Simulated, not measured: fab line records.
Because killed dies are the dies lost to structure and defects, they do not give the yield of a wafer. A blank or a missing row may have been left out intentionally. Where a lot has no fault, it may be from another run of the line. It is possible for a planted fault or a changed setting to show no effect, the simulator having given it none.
Which of the tools did it? | flow gf180mcu | Sampling: 10 lots, 30 wafers, 4 of 602 route steps

## WHAT THE GAUGES READ, wafer by wafer
GF_V4_THK_MEAS_01.
lot  | measured     | on            | V4_CVD_00_THK (nm)
L862 | day 23 10:54 | film_metro-04 | 585 584 595
L863 | day 23 16:16 | film_metro-04 | 613 603 604
L864 | day 24 00:04 | film_metro-04 | 587 601 601
L868 | day 25 08:29 | film_metro-03 | 463 454 449
L870 | day 26 00:34 | film_metro-03 | 469 460 464
L873 | day 27 01:48 | film_metro-04 | 448 471 476
L875 | day 27 18:02 | film_metro-01 | 595 589 588
L876 | day 28 01:37 | film_metro-04 | 603 613 613
L878 | day 28 14:51 | film_metro-01 | 594 614 607
L885 | day 30 15:22 | film_metro-04 | 598 587 601

## WHICH TOOL RAN EACH LOT (tool, then ch and the chambers of the sampled wafers, then the start)
lot  | GF_M1_SPUTTER_03             | GF_M3_SPUTTER_02             | GF_V4_CVD_00
L862 | pvd_sputter-01, day 16 04:53 | pvd_sputter-04, day 20 09:20 | hdpcvd-01 ch 1,2, day 23 10:49
L863 | pvd_sputter-01, day 16 10:50 | pvd_sputter-04, day 20 15:05 | hdpcvd-02 ch 0,1, day 23 16:11
L864 | pvd_sputter-04, day 16 17:18 | pvd_sputter-01, day 20 22:59 | hdpcvd-02 ch 0,1,2, day 23 23:59
L868 | pvd_sputter-03, day 18 03:41 | pvd_sputter-01, day 22 09:26 | hdpcvd-01 ch 1,2, day 25 08:24
L870 | pvd_sputter-03, day 18 21:47 | pvd_sputter-01, day 23 03:35 | hdpcvd-01 ch 0,2, day 26 00:29
L873 | pvd_sputter-01, day 20 04:09 | pvd_sputter-04, day 24 06:42 | hdpcvd-01 ch 1,2, day 27 01:43
L875 | pvd_sputter-04, day 20 23:46 | pvd_sputter-03, day 25 00:16 | hdpcvd-02 ch 0,1, day 27 17:56
L876 | pvd_sputter-04, day 21 05:56 | pvd_sputter-04, day 25 07:40 | hdpcvd-02 ch 1,2, day 28 01:32
L878 | pvd_sputter-01, day 22 00:01 | pvd_sputter-03, day 25 22:58 | hdpcvd-02 ch 0,1,2, day 28 14:46
L885 | pvd_sputter-04, day 24 08:32 | pvd_sputter-03, day 28 02:34 | hdpcvd-02 ch 0,1, day 30 15:17
- GF_M1_SPUTTER_03: material Ti, target thk 10 nm, time 6.7 s.
- GF_M3_SPUTTER_02: material AlCu, target thk 450 nm, time 23.9 s.
- GF_V4_CVD_00: deposits SiO2, target thk 600 nm, time 100 s.

## THE ANSWER, worked out from the rows above alone
Rule: what is usual is taken from the lots themselves. Put in order of their means at a reading, lots are off if they are a third of the lots or fewer, leave a main group of 4 or more, and stand apart from it by a gap of 3 or more times the standard deviation of the main group's means; of several such gaps the widest counts. A main group whose means are all the same, to the digits that the tables above print for the reading, isn't used. A lot without any number at a reading at which 4 lots or more have one is off too. Where the step has rows for the other lots, those lots are counted as sound.
Off: L868, L870, L873, at GF_V4_THK_MEAS_01 (V4_CVD_00_THK). For the main group the mean is 599 nm and the standard deviation 7.7.
If a tool, at a process step before that reading, ran all the lots that are off and no sound lot after the first of them, it fits. Gauges at GF_V4_THK_MEAS_01: tried the same way as those tools. One fits: hdpcvd-01 at GF_V4_CVD_00. Its last sound lot is L862 (day 23 10:49), its first lot that is off L868 (day 25 08:24): a fault that began between those two fits.

## WHAT WAS PUT IN BY THE SIMULATOR
Site profile drift: hdpcvd-01, from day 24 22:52 on, at GF_V4_CVD_00. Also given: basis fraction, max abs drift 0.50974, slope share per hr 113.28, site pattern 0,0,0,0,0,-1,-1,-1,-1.
Struck lots among those shown: L868, L870, L873. Same finding as the rule above.
